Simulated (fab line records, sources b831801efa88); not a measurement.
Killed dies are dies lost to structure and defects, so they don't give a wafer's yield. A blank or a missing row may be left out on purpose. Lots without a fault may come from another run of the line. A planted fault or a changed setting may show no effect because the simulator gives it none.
Which tool did it? | flow sky130 | 15 lots, 45 wafers sampled, at 1 step of a route of 708

WHAT THE GAUGES READ, wafer by wafer
SKY_SD_N_RS_MEAS_18: measures by four-point-probe.
lot  | measured     | on            | RES_XHIGH_RS (ohm/sq)
L827 | day 28 13:59 | film_metro-02 | 334.5 335.0 333.1
L829 | day 29 05:31 | film_metro-01 | 332.8 332.8 332.8
L830 | day 29 11:43 | film_metro-04 | 333.5 332.7 333.4
L832 | day 30 07:05 | film_metro-04 | 332.2 333.1 332.8
L833 | day 30 14:52 | film_metro-02 | 334.4 333.3 333.7
L834 | day 31 09:14 | film_metro-04 | 332.5 333.0 332.1
L840 | day 32 21:56 | film_metro-02 | 334.1 333.8 334.0
L841 | day 33 09:46 | film_metro-02 | 334.0 333.8 334.5
L842 | day 33 14:55 | film_metro-02 | 333.6 332.1 332.4
L843 | day 33 19:15 | film_metro-04 | 333.8 334.4 334.5
L844 | day 34 02:21 | film_metro-01 | 331.0 331.6 331.3
L846 | day 34 11:02 | film_metro-01 | 331.2 331.4 331.1
L845 | day 34 17:10 | film_metro-02 | 332.4 332.1 333.5
L847 | day 35 00:49 | film_metro-02 | 332.4 333.5 333.4
L848 | day 35 08:26 | film_metro-04 | 334.1 335.2 335.5

WHICH TOOL RAN EACH LOT (tool, then ch and the chambers of the sampled wafers, then the start)
The record holds no process step before these readings.

WHAT THE TOOLS THEMSELVES READ (means of the sampled wafers that have a number; where no wafer has one, the mark that the record gives instead)
The record holds no such reading with a usual standard deviation.

THE ANSWER, worked out from the rows above alone
Rule: what is usual is taken from the lots themselves. Put in order of their means at a reading, lots are off if they are a third of the lots or fewer, leave a main group of 4 or more, and stand apart from it by a gap of 3 or more times the standard deviation of the main group's means; of several such gaps the widest counts. A main group whose means are all the same, to the digits that the tables above print for the reading, isn't used. A lot without any number at a reading at which 4 lots or more have one is off too. The other lots that the step has rows for count as sound. The gauges are gone through in route order, then the tools' own readings, and for those a lot's mean is taken as printed above. The first step at which some lot is off is used, and at that step the reading that is off furthest; a lot without a number counts as furthest.
No lot is off at any reading shown: from this, nothing can be told.

WHAT THE SIMULATOR HAD PUT IN
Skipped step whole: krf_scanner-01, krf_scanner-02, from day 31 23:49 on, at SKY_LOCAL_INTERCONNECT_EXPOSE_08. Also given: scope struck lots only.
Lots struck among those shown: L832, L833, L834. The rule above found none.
